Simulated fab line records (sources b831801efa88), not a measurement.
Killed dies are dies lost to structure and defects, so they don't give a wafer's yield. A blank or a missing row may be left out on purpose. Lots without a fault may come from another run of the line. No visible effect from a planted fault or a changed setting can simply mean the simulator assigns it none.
Which of the tools did it? -- flow sky130 -- 27 wafers from 9 lots sampled at 6 of the route's 708 steps

WHAT EACH GAUGE READ, for each wafer
SKY_VIA2_CD_MEAS_12: target cd 200 nm.
lot,measured,on,cd_nm (nm)
L983,day 35 17:31,cd_sem-01,199.3 199.3 199.7
L984,day 36 05:47,cd_sem-01,199.6 200.4 199.9
L991,day 38 11:23,cd_sem-01,198.8 199.8 199.7
L992,day 38 22:04,cd_sem-02,200.2 201.7 199.6
L994,day 39 11:14,cd_sem-01,197.9 198.1 197.1
L996,day 40 01:53,cd_sem-02,199.7 199.4 198.6
L104,day 42 23:41,cd_sem-01,201.0 201.2 203.9
L103,day 43 00:24,cd_sem-02,201.2 202.2 200.8
L105,day 43 01:06,cd_sem-02,200.4 200.2 200.1

SKY_VIA2_OVL_MEAS_13.
lot,measured,on,VIA2_OVL (nm)
L983,day 35 17:38,overlay-02,2 2 0
L984,day 36 05:55,overlay-02,7 8 0
L991,day 38 11:29,overlay-02,-5 2 -2
L992,day 38 22:10,overlay-01,0 7 -1
L994,day 39 11:20,overlay-02,4 -4 7
L996,day 40 01:58,overlay-01,-3 9 1
L104,day 42 23:47,overlay-01,-7 6 -5
L103,day 43 00:31,overlay-02,-2 -3 -9
L105,day 43 01:13,overlay-02,5 6 3

SKY_CAPM_RS_MEAS_03: measurement is done with a four-point probe.
lot,measured,on,CAPM_TIN_RS (ohm/sq)
L983,day 35 19:24,film_metro-04,7.10 6.94 7.02
L984,day 36 07:44,film_metro-02,6.86 6.81 6.82
L991,day 38 13:18,film_metro-02,6.80 6.80 6.80
L992,day 39 00:01,film_metro-03,6.92 6.89 6.92
L994,day 39 13:10,film_metro-04,7.70 6.94 6.89 7.70 6.93 6.89
L996,day 40 03:45,film_metro-03,6.88 7.61 6.92 6.87 7.62 6.92
L104,day 43 01:34,film_metro-04,6.79 6.87 6.83
L103,day 43 02:17,film_metro-02,7.00 6.93 7.04
L105,day 43 02:59,film_metro-02,6.85 6.87 6.80

SKY_CAPM_THK_MEAS_04: measures by xrf.
lot,measured,on,CAPM_TIN_THK (nm)
L983,day 35 19:31,film_metro-04,192.7 198.1 195.3
L984,day 36 07:51,film_metro-02,197.8 199.3 199.2
L991,day 38 13:25,film_metro-02,200.0 199.2 199.7
L992,day 39 00:08,film_metro-03,198.0 197.2 198.0
L994,day 39 17:29,film_metro-04,177.9 197.4 198.8 177.6 196.1 198.7
L996,day 40 07:27,film_metro-03,197.0 178.0 196.3 196.5 178.5 196.2
L104,day 43 01:40,film_metro-04,199.8 198.1 199.5
L103,day 43 02:24,film_metro-02,194.5 196.4 193.4
L105,day 43 03:06,film_metro-02,199.0 197.7 199.8

TOOL THAT RAN EACH LOT (tool first, then ch and the chambers of the sampled wafers, then the start)
lot,SKY_METAL2_ETCH_18,SKY_CAPM_SPUTTER_02
L983,"rie_metal-04 ch 0,1, day 34 13:57","pvd_sputter-04, day 35 19:17"
L984,"rie_metal-04 ch 0,1, day 35 02:51","pvd_sputter-03, day 36 07:37"
L991,"rie_metal-04 ch 0,1, day 37 07:50","pvd_sputter-03, day 38 13:10"
L992,"rie_metal-04 ch 0, day 37 19:35","pvd_sputter-03, day 38 23:53"
L994,"rie_metal-01 ch 0, day 38 09:09","pvd_sputter-03, day 39 13:02"
L996,"rie_metal-04 ch 0,1, day 38 23:23","pvd_sputter-03, day 40 03:36"
L104,"rie_metal-04 ch 0,1, day 41 23:32","pvd_sputter-03, day 43 01:26"
L103,"rie_metal-02 ch 0,1, day 41 23:53","pvd_sputter-03, day 43 02:10"
L105,"rie_metal-01 ch 0,1, day 42 00:43","pvd_sputter-04, day 43 02:52"
- SKY_METAL2_ETCH_18: etches BARC in N2/H2, stops on SiO2, time 45.9 s, target depth 60 nm.
- SKY_CAPM_SPUTTER_02: material TiN, target thk 200 nm, time 166.7 s.

WHAT THE TOOLS THEMSELVES READ (means of the sampled wafers that have a number; where no wafer has one, the mark that the record gives instead)
SKY_METAL2_ETCH_18.
lot,tool,drypump_motor_current_A (A),oes_product_au (a.u.),throttle_valve_pct (%)
L983,rie_metal-04,5.6,0.858,13.222
L984,rie_metal-04,5.8,0.856,13.219
L991,rie_metal-04,5.7,0.851,13.220
L992,rie_metal-04,5.5,0.851,13.226
L994,rie_metal-01,6.0,0.853,13.220
L996,rie_metal-04,5.7,0.857,13.226
L104,rie_metal-04,5.7,0.855,13.217
L103,rie_metal-02,5.8,0.853,13.227
L105,rie_metal-01,5.5,0.858,13.226

SKY_CAPM_SPUTTER_02.
lot,tool,cathode_dc_power_W (W),throttle_valve_pct (%)
L983,pvd_sputter-04,6499.5,30.1
L984,pvd_sputter-03,6501.3,29.2
L991,pvd_sputter-03,6500.5,29.2
L992,pvd_sputter-03,6500.7,29.1
L994,pvd_sputter-03,6318.9,29.6
L996,pvd_sputter-03,6318.8,29.8
L104,pvd_sputter-03,6500.3,29.2
L103,pvd_sputter-03,6500.5,29.7
L105,pvd_sputter-04,6500.5,29.9

THE ANSWER, worked out from the rows above alone
Rule: the lots themselves supply what counts as usual. The widest of any qualifying gaps counts: lots, ordered by their means at a reading, are off when they make up no more than a third of the lots, leave a main group of 4 or more, and stand apart from it by 3 or more times the standard deviation of that group's means. If all means in a main group match to the digits the tables above print for the reading, that group is not used. A lot without any number at a reading at which 4 lots or more have one is off too. Any other lot the step has rows for is counted as sound. First the gauges in route order, then the tools' own readings, where a lot's mean is used as printed above. At the first step where some lot is off, the reading lying furthest off is the one used; lots without a number count as furthest.
Off, at SKY_CAPM_SPUTTER_02 on cathode_dc_power_W: L994, L996. Mean 6500.5 W and standard deviation 0.49 in the main group.
If a tool, at that step or one of the process steps before it, ran each lot that is off and ran no sound lot following the first of them, it fits. None of those tried fits.

WHAT WAS PUT IN BY THE SIMULATOR
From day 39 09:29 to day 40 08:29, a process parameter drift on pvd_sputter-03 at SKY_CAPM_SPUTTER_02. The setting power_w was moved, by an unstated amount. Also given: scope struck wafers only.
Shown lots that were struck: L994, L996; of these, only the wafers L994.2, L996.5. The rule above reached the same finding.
